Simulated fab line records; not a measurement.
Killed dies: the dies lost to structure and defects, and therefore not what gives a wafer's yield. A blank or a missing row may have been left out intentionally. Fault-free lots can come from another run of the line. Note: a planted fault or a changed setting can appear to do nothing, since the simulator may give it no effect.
Code-filled problem report in 8D (eight disciplines) form + flow gf180mcu + the parts of the form that need people (team, actions taken, sign-off) are left out

## 1. THE PROBLEM
Wafers without a fault read 36.96 s with a standard deviation of 0.092, while strip time to endpoint s at GF_DNWELL_STRIP_08 averages 38.62 s across 2 wafers of 1 lot. Measured from the usual mean, that is +18 standard deviations.
The step: strips in O2/N2.
The first sign was on wafer L481.4 at day 4 22:46, on plasma asher-04. At this step, 39 wafers from 13 lots have a number in the record. The rule behind "out" and "out of limits": a value lying over 4 standard deviations away from the usual mean. Any other wafer with a number is counted as sound.

## 2. WHAT IT IS, AND WHAT IT ISN'T
| question                    | is                                      | is not                                                                                                   |
|-----------------------------|-----------------------------------------|----------------------------------------------------------------------------------------------------------|
| which readings at this step | strip time to endpoint s, platen temp c | drypump motor current A, heater power w                                                                  |
| which lots                  | L481                                    | L471, L472, L473, L474, L475, L484, L486, L487, L489, L490, L491, L493                                   |
| which wafers of those lots  | L481.4, L481.6                          | L481.3                                                                                                   |
| read on which tools         | plasma asher-04                         | plasma asher-02, plasma asher-03                                                                         |
| when                        | from day 4 22:46                        | up to then (16 sound wafers); but 21 sound wafers of L484, L486, L487, L489, L490, L491, L493 came after |

## 3. THE SUSPECTS, EACH WITH WHAT RULES IT OUT
Counting: if a tool at a process step up to the reading ran every lot that is out, it stays a suspect. Sound lots after the first of them don't rule it out here, since some wafers of a struck lot are sound.
- plasma asher-04 at GF_DNWELL_STRIP_08 (strips in O2/N2): kept. It ran the lot that is out, L481 (day 4 22:46). On those wafers its own readings are out: platen temp c, strip time to endpoint s.
- Within plasma asher-04 at GF_DNWELL_STRIP_08: the wafers that are out ran in chamber 1; their sound lot-mates ran in chamber 0.
Remaining after the count: plasma asher-04 at GF_DNWELL_STRIP_08.

## 4. THE CAUSE (what the simulator had put in)
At GF_DNWELL_STRIP_08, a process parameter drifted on plasma asher-04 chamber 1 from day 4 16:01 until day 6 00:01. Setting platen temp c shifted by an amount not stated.
The count eliminated every tool but this one.

## 5. THE EFFECT CHAIN, in route order
Rows list readings where the struck wafers' mean (over those with a number) sits beyond 3 standard deviations from the usual. Only readings for which the record gives a usual standard deviation are gone through. hours: the time from each lot's start at the first step in this table that gives one to its start at this step, as a median over the lots. sigmas: the change in usual standard deviations.
| hours | step               | reading                  | usual      | on struck wafers | change | sigmas |
|-------|--------------------|--------------------------|------------|------------------|--------|--------|
| 0     | GF_DNWELL_STRIP_08 | oes product au           | 0.722 a.u. | 0.704            | -0.018 | -4.2   |
| 0     | GF_DNWELL_STRIP_08 | platen temp c            | 250.03 C   | 247.53           | -2.50  | -14    |
| 0     | GF_DNWELL_STRIP_08 | strip time to endpoint s | 36.96 s    | 38.62            | +1.66  | +18    |
It contains these process steps:
- GF_DNWELL_STRIP_08: strips in O2/N2.
Later measuring or inspecting steps at which every struck wafer that the step has a row for has a number for every such reading, and none has moved that far: GF_HV_LDD_CD_MEAS_07, GF_HV_LDD_CD_MEAS_31, GF_M1_THK_MEAS_06.

## 6. WHAT WOULD HAVE CAUGHT IT SOONER
In this record the first reading out of limits was taken at day 4 22:46, 7 hours after the fault began at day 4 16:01.
